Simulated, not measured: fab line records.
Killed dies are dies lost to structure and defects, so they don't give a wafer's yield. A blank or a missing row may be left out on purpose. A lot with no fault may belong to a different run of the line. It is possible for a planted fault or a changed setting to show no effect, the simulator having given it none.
Problem report in the 8D (eight disciplines) form, filled by code || flow sky130 || the parts of the form that need people (team, actions taken, sign-off) are left out

1. WHAT WENT WRONG
At SKY_LDD_N_IMPLANT_09, beam_energy_keV averages 17.784 over 6 wafers from 2 lots, while fault-free wafers read 19.998, standard deviation 0.0068. So: -99 or more standard deviations from the usual mean.
First observed at day 21 10:12: wafer L245.3, on implanter-01. Wafers with a number at this step in the record: 42, from 14 lots. By rule, "out" or "out of limits" means more than 4 standard deviations away from the usual mean. Any other wafer with a number is counted as sound.

2. WHAT IT IS; WHAT IT IS NOT
{"question": "which readings at this step", "is": "beam_energy_keV", "is not": "-"}
{"question": "which lots", "is": "L245, L247", "is not": "L235, L236, L237, L239, L240, L241, L242, L243, L254, L255, L256, L257"}
{"question": "which wafers of those lots", "is": "all that have a number", "is not": "-"}
{"question": "read on which tools", "is": "implanter-01", "is not": "implanter-02, implanter-03"}
{"question": "when", "is": "from day 21 10:12", "is not": "up to then (24 sound wafers); but 12 sound wafers of L254, L255, L256, L257 came after"}

3. THE SUSPECTS, EACH WITH WHAT RULES IT OUT
Counting: a tool at any process step up to the reading remains a suspect when it ran all the lots that are out and ran no sound lot after the first of those.
- implanter-01 at SKY_LDD_N_IMPLANT_09: kept. Every lot that is out went through it, starting with L245 (day 21 10:12), and after that it ran no sound lot; the last sound lot it ran before then is L243 (day 21 01:21). Its own beam_energy_keV readings are out on those wafers.
After counting, what remains is implanter-01 at SKY_LDD_N_IMPLANT_09.

4. THE CAUSE (what the simulator had put in)
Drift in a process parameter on implanter-01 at SKY_LDD_N_IMPLANT_09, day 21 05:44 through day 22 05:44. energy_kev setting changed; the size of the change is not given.
After counting, this tool was the only one left.

5. SEQUENCE OF EFFECTS, ordered by route
One row per reading whose mean, taken over the struck wafers that have a number, lies over 3 standard deviations from the usual. Only readings for which the record gives a usual standard deviation are gone through. hours: the time from each lot's start at the first step in this table that gives one to its start at this step, as a median over the lots. sigmas: the change in usual standard deviations.
{"hours": 0, "step": "SKY_LDD_N_IMPLANT_09", "reading": "beam_energy_keV", "usual": 19.998, "on struck wafers": 17.784, "change": -2.214, "sigmas": "-99 or more"}
It contains these process steps:
- SKY_LDD_N_IMPLANT_09

6. WHAT WOULD HAVE CAUGHT IT SOONER
In this record no reading fell out of limits until day 21 10:12, 4 hours after the fault had begun at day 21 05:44.
